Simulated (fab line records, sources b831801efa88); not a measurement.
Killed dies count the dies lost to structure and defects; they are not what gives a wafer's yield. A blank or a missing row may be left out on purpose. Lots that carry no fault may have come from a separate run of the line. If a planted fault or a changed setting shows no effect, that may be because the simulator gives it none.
8D (eight disciplines) problem report, filled in by code :: flow sky130 :: the parts of the form that need people (team, actions taken, sign-off) are left out

1. THE PROBLEM
Mean of beam-energy-keV at SKY_LDD_LDN_IMPLANT_08: 19.681 across 6 wafers in 2 lots; on wafers with no fault it is 15.000 (standard deviation 0.0059). So: +99 or more standard deviations from the usual mean.
The first sign was on wafer L382.1 at day 25 14:14, on implanter-03. The record holds 18 wafers of 6 lots with a number at this step. The rule behind "out" and "out of limits": a value lying over 4 standard deviations away from the usual mean. The other wafers with a number count as sound.

2. WHAT IT IS AND WHAT IT IS NOT
question: which readings at this step
is: beam-energy-keV
is not: faraday-current-uA

question: which lots
is: L382, L385
is not: L375, L376, L388, L398

question: which wafers of those lots
is: all that have a number
is not: -

question: read on which tools
is: implanter-03
is not: implanter-02, implanter-04

question: when
is: from day 25 14:14
is not: up to then (6 sound wafers); but 6 sound wafers of L388, L398 came after

3. SUSPECTS, AND WHAT RULES EACH OUT
Counting: a tool stays on the suspect list if, at a process step up to the reading, it processed all lots that are out and no sound lot following the first of them.
- plasma-asher-04 at SKY_LDD_HVP_STRIP_09 (strips in O2/N2): kept. All lots that are out passed through it, beginning with L382 at day 24 08:19, and no sound lot followed; its final sound lot before that point was L376 at day 23 09:26.
- implanter-03 at SKY_LDD_LDN_IMPLANT_08: kept. All lots that are out passed through it, beginning with L382 at day 25 14:14, and no sound lot followed; its final sound lot before that point was L376 at day 24 15:41. Its own readings are out on those wafers: beam-energy-keV.
What counting leaves: plasma-asher-04 at SKY_LDD_HVP_STRIP_09 and implanter-03 at SKY_LDD_LDN_IMPLANT_08.

4. THE CAUSE (what the simulator had put in)
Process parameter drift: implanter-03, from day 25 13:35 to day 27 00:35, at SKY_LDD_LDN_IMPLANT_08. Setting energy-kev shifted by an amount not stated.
Counting left 2 suspects, and this tool is among them.

5. THE CHAIN OF EFFECTS, in route order
Each row: a reading whose mean over the struck wafers that have a number lies more than 3 standard deviations from the usual. Only readings for which the record gives a usual standard deviation are gone through. hours: the time from each lot's start at the first step in this table that gives one to its start at this step, as a median over the lots. sigmas: the change in usual standard deviations.
hours: 0
step: SKY_LDD_LDN_IMPLANT_08
reading: beam-energy-keV
usual: 15.000
on struck wafers: 19.681
change: +4.681
sigmas: +99 or more
Process steps it contains:
- SKY_LDD_LDN_IMPLANT_08

6. WHAT WOULD HAVE CAUGHT IT SOONER
In this record the first reading out of limits was taken at day 25 14:14, 1 hour after the fault began at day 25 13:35.
